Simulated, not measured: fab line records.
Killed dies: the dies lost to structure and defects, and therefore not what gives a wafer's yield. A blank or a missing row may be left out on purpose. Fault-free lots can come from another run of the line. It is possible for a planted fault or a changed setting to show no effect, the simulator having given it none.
Which of the tools did it? | flow sky130 | 39 wafers from 13 lots sampled at 5 of the route's 708 steps

WHAT EACH GAUGE READ, for each wafer
SKY_VT_ADJUST_HVTR_OVL_MEAS_08.
lot  | measured     | on         | VT_ADJUST_HVTR_OVL (nm)
L669 | day 10 07:23 | overlay-02 | -1.8 -0.6 -2.0
L672 | day 10 07:59 | overlay-01 | -0.2 -1.2 -1.5
L671 | day 10 09:53 | overlay-02 | -1.5 -0.8 0.5
L673 | day 10 20:46 | overlay-01 | -1.3 -1.2 -1.1
L674 | day 11 00:04 | overlay-01 | 1.2 1.3 0.4
L677 | day 12 03:05 | overlay-02 | 0.1 -2.5 -1.5
L679 | day 12 18:20 | overlay-02 | -1.0 -1.8 -1.7
L681 | day 13 05:29 | overlay-01 | -1.7 -0.7 -1.1
L682 | day 13 20:23 | overlay-02 | 1.6 1.4 0.8
L683 | day 14 09:01 | overlay-01 | -0.8 0.0 -0.8
L685 | day 15 00:16 | overlay-02 | -2.6 -3.5 -4.1
L684 | day 15 00:43 | overlay-02 | 0.6 -0.2 0.8
L687 | day 15 10:23 | overlay-01 | 0.8 -0.2 -0.1

SKY_SONOS_TUNNEL_TW_MEAS_12.
lot  | measured     | on           | SONOS_TUNNEL_TW
L669 | day 12 08:17 | filmMetro-04 | 201 201 201
L672 | day 12 08:35 | filmMetro-04 | 201 202 202
L671 | day 12 10:20 | filmMetro-01 | 194 195 194
L673 | day 12 21:26 | filmMetro-04 | 201 202 201
L674 | day 13 02:11 | filmMetro-04 | 200 200 201
L677 | day 14 06:18 | filmMetro-04 | 202 202 202
L679 | day 14 22:57 | filmMetro-04 | 201 201 201
L681 | day 15 09:44 | filmMetro-03 | 198 198 198
L682 | day 16 03:32 | filmMetro-04 | 203 202 202
L683 | day 16 15:13 | filmMetro-04 | 202 202 201
L685 | day 17 07:14 | filmMetro-03 | 201 199 199
L684 | day 17 08:47 | filmMetro-01 | 195 194 195
L687 | day 17 18:59 | filmMetro-03 | 199 200 201

SKY_SONOS_ONO_THK_MEAS_03.
lot  | measured     | on           | SONOS_ONO_CVD_02_THK (nm)
L669 | day 12 13:50 | filmMetro-02 | 10.55 10.51 10.49
L672 | day 12 13:50 | filmMetro-03 | 10.54 10.47 10.52
L671 | day 12 14:53 | filmMetro-01 | 10.28 10.26 10.38
L673 | day 13 01:32 | filmMetro-02 | 10.56 10.39 10.50
L674 | day 13 08:19 | filmMetro-02 | 10.49 10.47 10.52
L677 | day 14 10:50 | filmMetro-02 | 10.65 10.76 10.56
L679 | day 15 02:13 | filmMetro-01 | 10.75 10.70 10.62
L681 | day 15 13:52 | filmMetro-03 | 10.59 10.58 10.62
L682 | day 16 21:41 | filmMetro-03 | 10.40 10.59 10.32
L683 | day 16 21:41 | filmMetro-01 | 10.76 10.50 10.55
L685 | day 17 10:32 | filmMetro-02 | 8.86 8.84 9.09
L684 | day 17 11:35 | filmMetro-02 | 8.86 8.72 8.71
L687 | day 17 21:31 | filmMetro-01 | 8.85 8.79 8.88

SKY_SONOS_ONO_THK_MEAS_05.
lot  | measured     | on           | SONOS_ONO_CVD_04_THK (nm)
L669 | day 12 15:09 | filmMetro-02 | 5.67 5.70 5.65
L672 | day 12 15:08 | filmMetro-03 | 5.69 5.65 5.72
L671 | day 12 16:23 | filmMetro-02 | 5.70 5.69 5.58
L673 | day 13 02:50 | filmMetro-02 | 5.83 5.85 5.73
L674 | day 13 09:38 | filmMetro-03 | 5.66 5.74 5.67
L677 | day 14 12:09 | filmMetro-01 | 5.73 5.75 5.77
L679 | day 15 03:32 | filmMetro-02 | 5.70 5.63 5.58
L681 | day 15 15:10 | filmMetro-03 | 5.67 5.71 5.81
L682 | day 16 23:00 | filmMetro-03 | 5.56 5.51 5.52
L683 | day 16 23:00 | filmMetro-02 | 5.79 5.80 5.84
L685 | day 17 11:50 | filmMetro-01 | 5.74 5.80 5.76
L684 | day 17 13:06 | filmMetro-03 | 5.78 5.60 5.80
L687 | day 17 22:50 | filmMetro-03 | 5.77 5.75 5.67

TOOL THAT RAN EACH LOT (tool first, then ch and the chambers of the sampled wafers, then the start)
lot  | SKY_SONOS_ONO_CVD_02
L669 | lpcvd-02 ch 1, day 12 12:14
L672 | lpcvd-02 ch 0, day 12 12:14
L671 | lpcvd-02 ch 0, day 12 13:49
L673 | lpcvd-02 ch 1, day 13 00:29
L674 | lpcvd-02 ch 0, day 13 07:16
L677 | lpcvd-02 ch 0, day 14 09:47
L679 | lpcvd-02 ch 0, day 15 01:10
L681 | lpcvd-02 ch 1, day 15 12:48
L682 | lpcvd-02 ch 1, day 16 20:38
L683 | lpcvd-02 ch 0, day 16 20:38
L685 | lpcvd-02 ch 1, day 17 09:29
L684 | lpcvd-02 ch 1, day 17 10:32
L687 | lpcvd-02 ch 0, day 17 20:28
- SKY_SONOS_ONO_CVD_02: deposits Si3N4 from DCS/NH3, target thk 10.5 nm, time 180 s.

AS READ BY THE TOOLS THEMSELVES (means over the sampled wafers that have a number; for cases with no such wafer, the mark the record gives instead)
SKY_SONOS_ONO_CVD_02.
lot  | tool     | spikeTcBottomC (C) | spikeTcCentreC (C) | spikeTcLowerC (C) | spikeTcTopC (C) | spikeTcUpperC (C)
L669 | lpcvd-02 | 792                | 770.1              | 768.9             | 788.0           | 769.4
L672 | lpcvd-02 | 784                | 769.9              | 769.7             | 781.9           | 769.0
L671 | lpcvd-02 | 784                | 769.2              | 768.8             | 781.8           | 769.5
L673 | lpcvd-02 | 791                | 769.9              | 770.3             | 787.1           | 769.5
L674 | lpcvd-02 | 784                | 769.6              | 768.9             | 783.4           | 769.9
L677 | lpcvd-02 | 784                | 770.0              | 769.8             | 783.1           | 769.9
L679 | lpcvd-02 | 784                | 769.0              | 770.0             | 782.4           | 770.3
L681 | lpcvd-02 | 791                | 770.3              | 768.8             | 788.3           | 768.7
L682 | lpcvd-02 | 791                | 770.2              | 770.1             | 788.0           | 769.2
L683 | lpcvd-02 | 785                | 769.5              | 768.9             | 782.8           | 768.1
L685 | lpcvd-02 | 783                | 760.3              | 761.3             | 777.6           | 760.4
L684 | lpcvd-02 | 783                | 759.8              | 760.5             | 778.5           | 760.1
L687 | lpcvd-02 | 776                | 760.6              | 761.0             | 774.4           | 759.1

THE ANSWER, worked out from the rows above alone
Rule: the lots themselves supply what counts as usual. Put in order of their means at a reading, lots are off if they are a third of the lots or fewer, leave a main group of 4 or more, and stand apart from it by a gap of 3 or more times the standard deviation of the main group's means; of several such gaps the widest counts. Not used: any main group whose means are identical at the precision the tables above print for the reading. Also off: a lot with no number at a reading for which 4 or more lots have one. Where the step has rows for the other lots, those lots are counted as sound. First the gauges in route order, then the tools' own readings, where a lot's mean is used as printed above. The first step at which some lot is off is used, and at that step the reading that is off furthest; a lot without a number counts as furthest.
Off: L685, L684, L687, seen at SKY_SONOS_ONO_THK_MEAS_03 (SONOS_ONO_CVD_02_THK). Mean 10.53 nm and standard deviation 0.11 in the main group.
A tool fits if, at a process step before that reading, it ran every lot that is off, and no sound lot after the first of them. The gauges at SKY_SONOS_ONO_THK_MEAS_03 aren't tried: what is off there is off at SKY_SONOS_ONO_CVD_02 too, on other tools, and a gauge's error can't cause that. One fits: lpcvd-02 at SKY_SONOS_ONO_CVD_02. A fault onset in the window from L682 (day 16 20:38, its last sound lot) to L685 (day 17 09:29, its first lot off) fits.
The tool's own readings at SKY_SONOS_ONO_CVD_02 bear it out: on the lots that are off they differ by more than 5 times the standard deviation of the sound lots' means. spikeTcCentreC reads 760.2 C there against 769.8 C on the sound lots; spikeTcLowerC reads 760.9 C there against 769.4 C on the sound lots; spikeTcUpperC reads 759.9 C there against 769.4 C on the sound lots.

WHAT THE SIMULATOR HAD PUT IN
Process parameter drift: lpcvd-02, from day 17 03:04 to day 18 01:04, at SKY_SONOS_ONO_CVD_02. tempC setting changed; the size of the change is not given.
Lots struck among those shown: L685, L684, L687. The same result came from the rule above.
